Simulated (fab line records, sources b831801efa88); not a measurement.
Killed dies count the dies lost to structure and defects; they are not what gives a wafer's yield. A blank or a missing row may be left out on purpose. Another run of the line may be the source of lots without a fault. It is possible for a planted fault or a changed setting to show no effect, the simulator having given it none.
fab line records -- flow sky130
record: lots: 14, wafers: 42, last-day: 50
route steps=708 shown VIA2@518 METAL3@535
lots with no fault: from the same line, run without faults
start-h: hours from the record's opening day to when the first of the lot's shown wafers began -- wait-h: hours since the lot's step before -- " same as the row above -- L1.1+2: one row covering several wafers at once -- - no value, or no start was given -- * or withheld: withheld -- < > ~ a bound
route shown NAME@n: a module of which the file shows steps, and the number in the route of the first -- usual: mean/standard deviation taken from wafers without a fault -- same: alike in all rows -- chamber/n: place in a boat -- sites: readings site by site -- _std_site: standard deviation across them -- _edge_site: mean of outer sites minus mean of inner sites -- radius-mm: how far each site lies from the wafer's centre -- mask NAME#n: copy n -- behind: the tool/chamber that last shaped the wafer -- hold: cause of the lot's hold/its duration in hours/its outcome -- device: the transistor (n, p or np) that didn't switch -- end of line: the tests these same wafers got at the end of their route -- a step given without rows: its recipe and nothing more -- killed: dies lost to structure and defects at the first sort, not the wafer's yield -- map: a wafer's dies, marking killed ones x, the rest . and places with no die _
set.NAME: the setting that was run; set.NAME@STEP: the one run at that earlier step -- model.NAME: the simulator's own value behind a step, which no gauge read
the route's steps for a sample of lots (tables are steps, rows are wafers)
services: the hour from which a tool's chamber was out of use, counted from the record's first day as start-h (under 0 if before that day), plus the number of hours and why
== steps ==
step: SKY_VIA2_DEVELOP_11
recipe: develop-time-s: 60, resist: KrF-thick, dev-temp-c: 21
usual: chill-plate-temp-C: 22.99/0.093, develop-time-s: 60/0, resist-line-temp-C: 23.02/0.11
lot.wafer,tool,chamber,start-h,wait-h,chill-plate-temp-C,develop-time-s,resist-line-temp-C
L354.1,litho-track-03,0,845,-,22.99,60,23.14
L354.2,litho-track-03,0,845,-,22.89,60,23.05
L354.4,litho-track-03,0,845,-,22.91,60,23.09
L357.2,litho-track-03,0,864,-,22.92,60,22.89
L357.4,litho-track-03,0,864,-,22.99,60,23.06
L357.5,litho-track-03,0,864,-,22.88,60,23.05
L358.2,litho-track-03,0,870,-,22.98,60,22.82
L358.3,litho-track-03,0,870,-,22.95,60,22.91
L358.6,litho-track-03,0,870,-,22.87,60,22.91
L360.2,litho-track-01,0,894,-,22.93,60,22.98
L360.4,litho-track-01,0,894,-,22.82,60,22.85
L360.6,litho-track-01,0,894,-,22.88,60,22.85
L365.1,litho-track-03,-,929,-,-,-,-
L365.3,litho-track-03,-,929,-,-,-,-
L365.4,litho-track-03,-,929,-,-,-,-
L364.3,litho-track-01,-,931,-,-,-,-
L364.5,litho-track-01,-,931,-,-,-,-
L364.6,litho-track-01,-,931,-,-,-,-
L366.2,litho-track-01,0,937,-,23.03,60,23.10
L366.3,litho-track-01,0,937,-,22.99,60,23.03
L366.4,litho-track-01,0,937,-,23.03,60,22.97
L368.2,litho-track-01,0,971,-,22.96,60,22.95
L368.5,litho-track-01,0,971,-,23.17,60,22.95
L368.6,litho-track-01,0,971,-,22.89,60,22.89
L370.1,litho-track-01,0,975,-,23.03,60,22.96
L370.4,litho-track-01,0,975,-,23.01,60,23.04
L370.5,litho-track-01,0,975,-,23.06,60,23.02
L371.2,litho-track-03,0,977,-,22.94,60,23.06
L371.3,litho-track-03,0,977,-,22.91,60,22.95
L371.5,litho-track-03,0,977,-,22.95,60,23.12
L372.1,litho-track-03,0,977,-,22.98,60,22.95
L372.3,litho-track-03,0,977,-,22.86,60,22.87
L372.5,litho-track-03,0,977,-,23.09,60,22.91
L375.2,litho-track-02,0,987,-,23.13,60,22.94
L375.4,litho-track-02,0,987,-,23.04,60,23.05
L375.5,litho-track-02,0,987,-,23.30,60,22.98
L376.1,litho-track-01,0,1003,-,23.02,60,23.30
L376.2,litho-track-01,0,1003,-,23.13,60,23.18
L376.6,litho-track-01,0,1003,-,23.03,60,23.01
L377.3,litho-track-01,0,1010,-,22.77,60,23.11
L377.5,litho-track-01,0,1010,-,22.96,60,22.88
L377.6,litho-track-01,0,1010,-,22.83,60,22.88
step: SKY_VIA2_CMP_24
recipe: stop-on: SiO2, t-overpolish-s: 20, down-force-psi: 3.5, platen-rpm: 60, target-thk-nm: 0, pad-velocity-m-s: 0.94248
usual: motor-current-A: 10.9/1.3
lot.wafer,tool,chamber,start-h,wait-h,motor-current-A
L354.1,cmp-02,2,847.06,0.1,8.5
L354.2,cmp-02,3,847.06,0.1,10.8
L354.4,cmp-02,0,847.06,0.1,12.7
L357.2,cmp-01,0,865.71,0.0,13.7
L357.4,cmp-01,1,865.71,0.0,10.0
L357.5,cmp-01,1,865.71,0.0,11.1
L358.2,cmp-02,0,871.97,0.1,11.7
L358.3,cmp-02,1,871.97,0.1,10.6
L358.6,cmp-02,3,871.97,0.1,11.1
L360.2,cmp-01,3,895.98,0.1,9.9
L360.4,cmp-01,0,895.98,0.1,12.9
L360.6,cmp-01,3,895.98,0.1,9.3
L365.1,cmp-02,3,930.71,0.1,10.9
L365.4,cmp-02,0,930.71,0.1,12.2
L365.3,cmp-02,2,930.71,0.1,9.0
L364.3,cmp-02,1,933.03,0.4,11.0
L364.5,cmp-02,0,933.03,0.4,12.1
L364.6,cmp-02,1,933.03,0.4,10.6
L366.4,cmp-02,1,938.76,0.0,10.8
L366.2,cmp-02,2,938.76,0.0,8.8
L366.3,cmp-02,0,938.76,0.0,11.8
L368.2,cmp-02,2,972.86,0.2,9.0
L368.6,cmp-02,3,972.86,0.2,10.2
L368.5,cmp-02,0,972.86,0.2,12.3
L370.4,cmp-02,2,976.92,0.1,9.1
L370.1,cmp-02,3,976.92,0.1,11.1
L370.5,cmp-02,1,976.92,0.1,11.1
L371.2,cmp-02,3,978.88,0.0,10.1
L371.3,cmp-02,0,978.88,0.0,11.8
L371.5,cmp-02,3,978.88,0.0,11.0
L372.3,cmp-01,0,979.43,0.1,14.0
L372.1,cmp-01,1,979.43,0.1,10.3
L372.5,cmp-01,2,979.43,0.1,11.7
L375.4,cmp-02,1,988.88,0.1,10.2
L375.2,cmp-02,3,988.88,0.1,10.4
L375.5,cmp-02,1,988.88,0.1,11.2
L376.2,cmp-02,1,1004.91,0.0,10.9
L376.1,cmp-02,0,1004.91,0.0,12.5
L376.6,cmp-02,1,1004.91,0.0,11.2
L377.3,cmp-02,1,1011.86,0.2,10.5
L377.6,cmp-02,2,1011.86,0.2,9.5
L377.5,cmp-02,3,1011.86,0.2,11.2
step: SKY_METAL3_SPUTTER_03
recipe: material: Ti, target-thk-nm: 5, power-w: 3000, time-s: 3.3, chamber-pressure-pa: 0.4
usual: throttle-valve-pct: 30.0/0.99
same: time-s: 3.3
lot.wafer,tool,chamber,start-h,wait-h,throttle-valve-pct
L354.1,pvd-sputter-04,-,847.40,0.0,30.3
L354.2,pvd-sputter-04,-,847.40,0.0,28.6
L354.4,pvd-sputter-04,-,847.40,0.0,30.1
L357.2,pvd-sputter-01,-,866.10,0.0,29.2
L357.4,pvd-sputter-01,-,866.10,0.0,29.8
L357.5,pvd-sputter-01,-,866.10,0.0,31.5
L358.2,pvd-sputter-03,-,872.25,0.0,29.3
L358.3,pvd-sputter-03,-,872.25,0.0,29.7
L358.6,pvd-sputter-03,-,872.25,0.0,31.9
L360.2,pvd-sputter-04,-,896.31,0.0,30.4
L360.4,pvd-sputter-04,-,896.31,0.0,28.4
L360.6,pvd-sputter-04,-,896.31,0.0,30.4
L366.2,pvd-sputter-04,-,939.14,0.0,30.2
L366.3,pvd-sputter-04,-,939.14,0.0,30.3
L366.4,pvd-sputter-04,-,939.14,0.0,28.9
L368.2,pvd-sputter-01,-,973.09,0.0,31.3
L368.5,pvd-sputter-01,-,973.09,0.0,31.4
L368.6,pvd-sputter-01,-,973.09,0.0,29.7
L370.1,pvd-sputter-01,-,977.21,0.0,29.4
L370.4,pvd-sputter-01,-,977.21,0.0,29.5
L370.5,pvd-sputter-01,-,977.21,0.0,29.4
L371.2,pvd-sputter-01,-,979.26,0.0,29.8
L371.3,pvd-sputter-01,-,979.26,0.0,31.3
L371.5,pvd-sputter-01,-,979.26,0.0,28.9
L372.1,pvd-sputter-04,-,979.71,0.0,28.8
L372.3,pvd-sputter-04,-,979.71,0.0,30.3
L372.5,pvd-sputter-04,-,979.71,0.0,30.4
L375.2,pvd-sputter-04,-,989.21,0.0,30.0
L375.4,pvd-sputter-04,-,989.21,0.0,30.4
L375.5,pvd-sputter-04,-,989.21,0.0,28.8
L376.1,pvd-sputter-04,-,1005.29,0.0,30.1
L376.2,pvd-sputter-04,-,1005.29,0.0,29.0
L376.6,pvd-sputter-04,-,1005.29,0.0,30.4
L377.3,pvd-sputter-03,-,1012.09,0.0,30.7
L377.5,pvd-sputter-03,-,1012.09,0.0,29.7
L377.6,pvd-sputter-03,-,1012.09,0.0,29.8
== services ==
tool,chamber,start-h,hours,kind
pvd-sputter-03,-,830.50,0.8,repair
cmp-01,-,833.52,9.6,repair
pvd-sputter-01,-,851.09,0.8,repair
pvd-sputter-03,-,855.03,1.9,repair
pvd-sputter-01,-,883.96,5.5,repair
pvd-sputter-01,-,886.09,6.2,repair
pvd-sputter-01,-,886.37,1.7,repair
cmp-01,-,898.87,2.4,repair
cmp-02,-,908.99,7.3,pm
cmp-01,-,916.47,2.9,pm
cmp-02,-,919.40,5.2,pm
cmp-02,-,924.57,4.0,pm
cmp-02,-,928.57,-,consumable-replace:conditioner
cmp-02,-,928.57,-,consumable-replace:pad
cmp-01,-,928.72,4.9,pm
cmp-02,-,929.34,0.3,repair
pvd-sputter-03,-,975.62,0.7,repair
pvd-sputter-04,-,1010.58,3.0,repair
== key ==
first-sign: step: SKY_VIA2_DEVELOP_11, reading: tool-record, direction: missing
effect none on later readings
met-at SKY_VIA2_DEVELOP_11
struck-lots L364,L365
later-rows-left-out L364.3,L364.5,L364.6,L365.1,L365.3,L365.4
sort-left-out L364.3,L364.5,L364.6,L365.1,L365.3,L365.4
not-acting-at SKY_VIA2_CMP_24,SKY_METAL3_SPUTTER_03
onset-between 894 929
fault: kind: skipped-step-whole, tool: litho-track-01,litho-track-03, chamber: -, onset-h: 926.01, steps: SKY_VIA2_DEVELOP_11, scope: struck-lots-only
sort-left-out: the simulated sort isn't trusted on such a fault, so these wafers' sort isn't shown, and their yield isn't known
later-rows-left-out: the simulator's readings of these wafers behind a module that went badly wrong aren't trusted and aren't shown, but for the sort
